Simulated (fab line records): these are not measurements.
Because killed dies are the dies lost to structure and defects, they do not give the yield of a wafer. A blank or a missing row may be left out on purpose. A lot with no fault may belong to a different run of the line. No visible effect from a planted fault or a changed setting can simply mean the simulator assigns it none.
The tool behind it: which one? -- flow sky130 -- Sampling: 12 lots, 36 wafers, 5 of 708 route steps

## WHAT EACH GAUGE READ, for each wafer
SKY_VIA3_RS_MEAS_22: the measuring method here is four-point-probe.
lot,measured,on,VIA3_W_RS (ohm/sq)
L074,day 39 23:19,filmMetro-03,0.2919 0.2922 0.2907
L077,day 40 15:35,filmMetro-02,0.2933 0.2940 0.2919
L079,day 41 20:48,filmMetro-01,0.2955 0.2973 0.2992
L080,day 41 22:12,filmMetro-03,0.2911 0.2952 0.2926
L083,day 42 10:22,filmMetro-01,0.2921 0.2927 0.2935
L085,day 42 23:53,filmMetro-02,0.2942 0.2958 0.2963
L087,day 43 18:13,filmMetro-02,0.2949 0.2929 0.2963
L089,day 44 02:53,filmMetro-01,0.2923 0.2930 0.2958
L091,day 44 08:26,filmMetro-01,0.2960 0.2950 0.2971
L094,day 45 09:41,filmMetro-01,0.2886 0.2933 0.2939
L095,day 45 13:11,filmMetro-02,0.2900 0.2952 0.2950
L097,day 46 00:40,filmMetro-02,0.2936 0.2959 0.2921

## TOOL THAT RAN EACH LOT (tool first, then ch and the chambers of the sampled wafers, then the start)
lot,SKY_VIA1_CMP_02,SKY_VIA2_ETCH_14,SKY_VIA2_ETCH_15,SKY_VIA3_CMP_02
L074,"cmp-01 ch 0,1,3, day 33 02:47","rieDiel-01 ch 2,3, day 36 13:41","rieDiel-01 ch 2,3, day 36 13:43","cmp-02 ch 1,2, day 38 20:33"
L077,"cmp-01 ch 1,2,3, day 33 21:12","rieDiel-03 ch 1,3, day 37 07:11","rieDiel-03 ch 1,3, day 37 07:13","cmp-01 ch 1,2,3, day 39 13:56"
L079,"cmp-01 ch 1,2,3, day 35 04:06","rieDiel-03 ch 1,3, day 38 14:10","rieDiel-03 ch 1,3, day 38 14:12","cmp-01 ch 0,3, day 40 18:58"
L080,"cmp-01 ch 0,1, day 35 06:46","rieDiel-03 ch 0,3, day 38 15:29","rieDiel-03 ch 0,3, day 38 15:32","cmp-02 ch 0,1, day 40 20:01"
L083,"cmp-01 ch 1,2,3, day 35 21:24","rieDiel-04 ch 1,2, day 39 05:10","rieDiel-04 ch 1,2, day 39 05:12","cmp-02 ch 2,3, day 41 09:19"
L085,"cmp-02 ch 1,2, day 36 11:47","rieDiel-03 ch 0,1,2, day 39 19:41","rieDiel-03 ch 0,1,2, day 39 19:43","cmp-01 ch 0,1,2, day 41 23:44"
L087,"cmp-01 ch 0,2,3, day 37 06:58","rieDiel-04 ch 1,2,3, day 40 14:05","rieDiel-04 ch 1,2,3, day 40 14:08","cmp-02 ch 0,1,3, day 42 17:56"
L089,"cmp-02 ch 1,2, day 37 16:37","rieDiel-03 ch 0,2,3, day 40 22:25","rieDiel-03 ch 0,2,3, day 40 22:27","cmp-02 ch 1,3, day 43 02:29"
L091,"cmp-01 ch 0,2,3, day 38 01:35","rieDiel-03 ch 0,1,3, day 41 07:11","rieDiel-03 ch 0,1,3, day 41 07:14","cmp-01 ch 1,2,3, day 43 09:14"
L094,"cmp-02 ch 0,3, day 39 06:03","rieDiel-01 ch 0,1,3, day 42 10:23","rieDiel-01 ch 0,1,3, day 42 10:26","cmp-02 ch 0,1,3, day 44 11:00"
L095,"cmp-02 ch 0,2,3, day 39 10:33","rieDiel-04 ch 0,1, day 42 13:47","rieDiel-04 ch 0,1, day 42 13:49","cmp-02 ch 1,2, day 44 14:10"
L097,"cmp-01 ch 0,1, day 39 22:44","rieDiel-03 ch 0,1,2, day 43 01:35","rieDiel-03 ch 0,1,2, day 43 01:37","cmp-01 ch 1,2,3, day 45 01:18"
- SKY_VIA1_CMP_02: polishes SiO2.
- SKY_VIA2_ETCH_14: etches BARC in N2/H2, stops on SiO2, time 45.9 s, target depth 60 nm.
- SKY_VIA2_ETCH_15: etches SiO2 in C4F8/O2/Ar, stops on TiN, target depth 546 nm, time 84 s.
- SKY_VIA3_CMP_02: polishes SiO2.

## THE ANSWER, worked out from the rows above alone
Rule: the usual values come from the lots themselves. Put in order of their means at a reading, lots are off if they are a third of the lots or fewer, leave a main group of 4 or more, and stand apart from it by a gap of 3 or more times the standard deviation of the main group's means; of several such gaps the widest counts. A main group whose means are all the same, to the digits that the tables above print for the reading, isn't used. A lot without any number at a reading at which 4 lots or more have one is off too. The other lots that the step has rows for count as sound.
Nothing can be told from this: no lot is off at any reading shown.

## WHAT THE SIMULATOR HAD PUT IN
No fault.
